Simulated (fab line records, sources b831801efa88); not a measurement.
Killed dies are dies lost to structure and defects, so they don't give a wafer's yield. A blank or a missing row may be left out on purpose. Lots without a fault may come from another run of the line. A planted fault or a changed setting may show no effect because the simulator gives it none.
A struck lot beside a sound one | flow sfq_line | 42 steps out of a route of 325
Sound: wafers L413.1, L413.2, L413.3. Struck: wafer L420.2. (L420.3, L420.5 of the same lot were not struck and are left out.) The cause comes at the end.
At each step with rows: each side's tool, then ch and its chambers, then its first start. Under that, the readings that differ: sound wafers | struck wafers | difference of the means | sigmas: that difference in standard deviations of wafers without a fault.
alike: readings whose means differ by less than 2 such deviations, and words and numbers that are the same on both sides. not compared: withheld readings, readings that some wafer has no value for, bounds like >300 that may hide the same value, and numbers for which the record gives no deviation and whose values overlap.
The two part at a step that has a row with sigmas, a row that says differs or no value, or rows on one side only. Numbers that don't overlap but have no deviation are shown without sigmas and don't part them. A reading that every wafer of one side lacks parts them only if that side has two wafers or more.

first, 6 steps without rows for these wafers: SFQ_TRILAYER_M1_LITHO_COAT_044 (resist thk 62 nm); SFQ_TRILAYER_M1_LITHO_COAT_039 (resist thk 600 nm); SFQ_TRILAYER_M1_LITHO_SOFTBAKE_043; SFQ_TRILAYER_M1_LITHO_EXPOSE_040 (exposes mask M1, target cd 500 nm); SFQ_TRILAYER_M1_LITHO_PEB_042 (peb time 60 s); SFQ_TRILAYER_M1_LITHO_DEVELOP_041 (time 60 s).
SFQ_M1_OVL_MEAS_911:
  sound on overlay-02, day 22 21:16; struck on overlay-02, day 27 16:55
  alike: M1_OVL
SFQ_TRILAYER_M1_BARC_OPEN_METAL_ETCH_054: etches BARC in O2, target depth 125 nm, time 41.7 s.
  sound on rie_metal-04 ch 0,1, day 22 21:18; struck on rie_metal-01 ch 1, day 27 16:57
  reading                     | sound       | struck | difference | sigmas
  drypump_motor_current_A (A) | 5.7 4.8 4.8 | 6.2    | +1.1       | +2
  alike: oes_product_au
  not compared: rf_hours_counter_h
then, 4 steps without rows for these wafers: SFQ_TRILAYER_M1_ETCH_METAL_ETCH_042 (etches Nb in Cl2/Ar, stops on SiO2, target depth 240 nm, time 120 s); SFQ_TRILAYER_M1_STRIP_STRIP_043 (strips in O2); SFQ_TRILAYER_M1_STRIP_SOLV_CLEAN_044 (cleans in NMP, time 600 s); SFQ_TRILAYER_I1_DEP_PECVD_045 (deposits SiO2 from SiH4/N2O, time 111.11 s, target thk 500 nm).
SFQ_TRILAYER_I1_CMP_CMP_046: polishes SiO2.
  sound on cmp-01 ch 0,1,3, day 22 22:31; struck on cmp-01 ch 1, day 27 19:29
  reading                                             | sound             | struck | difference | sigmas
  time_to_endpoint_s (s)                              | 206 207 204       | 247    | +41        | +6
  model.SiO2_of_TRILAYER_I1_DEP_PECVD_045.thk_nm (nm) | 198.2 198.8 198.8 | 150.9  | -47.7      |
  alike: motor_current_A
SFQ_I1_BOW_MEAS_912:
  sound on film_metro-01, day 23 01:31; struck on film_metro-01, day 27 21:00
  alike: I1_BOW
SFQ_TRILAYER_I1_METRO_MEASURE_047:
  sound on film_metro-01, day 23 01:38; struck on film_metro-01, day 27 21:18
  reading     | sound             | struck | difference | sigmas
  thk_nm (nm) | 198.2 198.7 198.7 | 150.8  | -47.7      | -48
then, 6 steps without rows for these wafers: SFQ_TRILAYER_I1_VIA_LITHO_COAT_054 (resist thk 62 nm); SFQ_TRILAYER_I1_VIA_LITHO_COAT_049 (resist thk 650 nm); SFQ_TRILAYER_I1_VIA_LITHO_SOFTBAKE_053; SFQ_TRILAYER_I1_VIA_LITHO_EXPOSE_050 (exposes mask I1, target cd 500 nm); SFQ_TRILAYER_I1_VIA_LITHO_PEB_052 (peb time 60 s); SFQ_TRILAYER_I1_VIA_LITHO_DEVELOP_051 (time 60 s).
-- the record jumps here: 6 days lie between the struck wafers' starts before and after --
SFQ_I1_OVL_MEAS_913:
  sound on overlay-01, day 29 18:14; struck on overlay-01, day 34 04:50
  alike: I1_OVL
SFQ_TRILAYER_I1_VIA_BARC_OPEN_VIA_ETCH_071: etches BARC in O2, target depth 125 nm, time 41.7 s.
  sound on rie_diel-03 ch 0,1,2, day 29 18:16; struck on rie_diel-04 ch 3, day 34 04:52
  alike: drypump_motor_current_A, oes_product_au
  not compared: rf_hours_counter_h
SFQ_TRILAYER_I1_VIA_ETCH_VIA_ETCH_052: etches SiO2 in CHF3, stops on Nb, target depth 260 nm.
  sound on rie_diel-03 ch 0,1,2, day 29 18:19; struck on rie_diel-04 ch 3, day 34 04:55
  reading                        | sound             | struck | difference | sigmas
  oes_product_au (a.u.)          | 0.850 0.847 0.850 | 0.739  | -0.110     | -23
  model.etch.depth_nm (nm)       | 198.2 198.8 198.8 | 150.9  | -47.7      |
  model.I1.feature_depth_nm (nm) | 198.2 198.8 198.8 | 150.9  | -47.7      |
  alike: drypump_motor_current_A
then, 2 steps without rows for these wafers: SFQ_TRILAYER_I1_VIA_STRIP_STRIP_053 (strips in O2); SFQ_TRILAYER_I1_VIA_STRIP_SOLV_CLEAN_054 (cleans in NMP, time 600 s).
SFQ_TRILAYER_M2_DEP_PRE_CLEAN_056: time 22.5 s.
  sound on pvd_sputter-04, day 29 19:12; struck on pvd_sputter-05, day 34 05:48
  reading                                             | sound             | struck | difference | sigmas
  model.SiO2_of_TRILAYER_I1_DEP_PECVD_045.thk_nm (nm) | 190.7 191.3 191.3 | 143.4  | -47.7      |
  alike: bias_v
SFQ_TRILAYER_M2_DEP_SPUTTER_055: material Nb, target thk 200 nm, time 133.3 s.
  sound on pvd_sputter-04, day 29 19:14; struck on pvd_sputter-05, day 34 05:50
  alike: throttle_valve_pct
SFQ_M2_RS_MEAS_914: measures by four-point-probe.
  sound on film_metro-03, day 29 19:19; struck on film_metro-03, day 34 05:56
  reading           | sound             | struck | difference | sigmas
  M2_NB_RS (ohm/sq) | 0.905 0.899 0.894 | 0.883  | -0.016     | -2
then, 6 steps without rows for these wafers: SFQ_TRILAYER_M2_LITHO_COAT_062 (resist thk 62 nm); SFQ_TRILAYER_M2_LITHO_COAT_057 (resist thk 600 nm); SFQ_TRILAYER_M2_LITHO_SOFTBAKE_061; SFQ_TRILAYER_M2_LITHO_EXPOSE_058 (exposes mask M2, target cd 500 nm); SFQ_TRILAYER_M2_LITHO_PEB_060 (peb time 60 s); SFQ_TRILAYER_M2_LITHO_DEVELOP_059 (time 60 s).
SFQ_M2_OVL_MEAS_916:
  sound on overlay-01, day 30 02:35; struck on overlay-01, day 35 07:51
  alike: M2_OVL
SFQ_TRILAYER_M2_BARC_OPEN_METAL_ETCH_077: etches BARC in O2, target depth 125 nm, time 41.7 s.
  sound on rie_metal-02 ch 0,1, day 30 02:37; struck on rie_metal-03 ch 0, day 35 07:53
  alike: drypump_motor_current_A, oes_product_au
  not compared: rf_hours_counter_h
then, 1 step without rows for these wafers: SFQ_TRILAYER_M2_ETCH_METAL_ETCH_060 (etches Nb in Cl2/Ar, stops on SiO2, target depth 240 nm, time 120 s).
SFQ_TRILAYER_M2_STRIP_STRIP_061: strips in O2.
  sound on rie_metal-02 ch 0,1, day 30 02:48; struck on rie_metal-03 ch 0, day 35 08:04
  alike: drypump_motor_current_A, oes_product_au
  not compared: rf_hours_counter_h
then, 2 steps without rows for these wafers: SFQ_TRILAYER_M2_STRIP_SOLV_CLEAN_062 (cleans in NMP, time 600 s); SFQ_TRILAYER_I2_DEP_PECVD_063 (deposits SiO2 from SiH4/N2O, time 111.11 s, target thk 500 nm).
-- the record jumps here: 50 days lie between the struck wafers' starts before and after --
SFQ_M8_BOW_MEAS_951:
  sound on film_metro-02, day 82 01:38; struck on film_metro-01, day 85 13:29
  reading                 | sound             | struck | difference | sigmas
  model.etest.i1.link_ohm | 1.969 1.967 1.958 | 1.913  | -0.052     |
  alike: M8_BOW

WHERE THEY PART
First at SFQ_TRILAYER_M1_BARC_OPEN_METAL_ETCH_054; last, within this record, at SFQ_M2_RS_MEAS_914. Later steps at which nothing parts them and some readings are alike: SFQ_M2_OVL_MEAS_916, SFQ_TRILAYER_M2_BARC_OPEN_METAL_ETCH_077, SFQ_TRILAYER_M2_STRIP_STRIP_061, SFQ_M8_BOW_MEAS_951.

WHY: what the simulator had put in
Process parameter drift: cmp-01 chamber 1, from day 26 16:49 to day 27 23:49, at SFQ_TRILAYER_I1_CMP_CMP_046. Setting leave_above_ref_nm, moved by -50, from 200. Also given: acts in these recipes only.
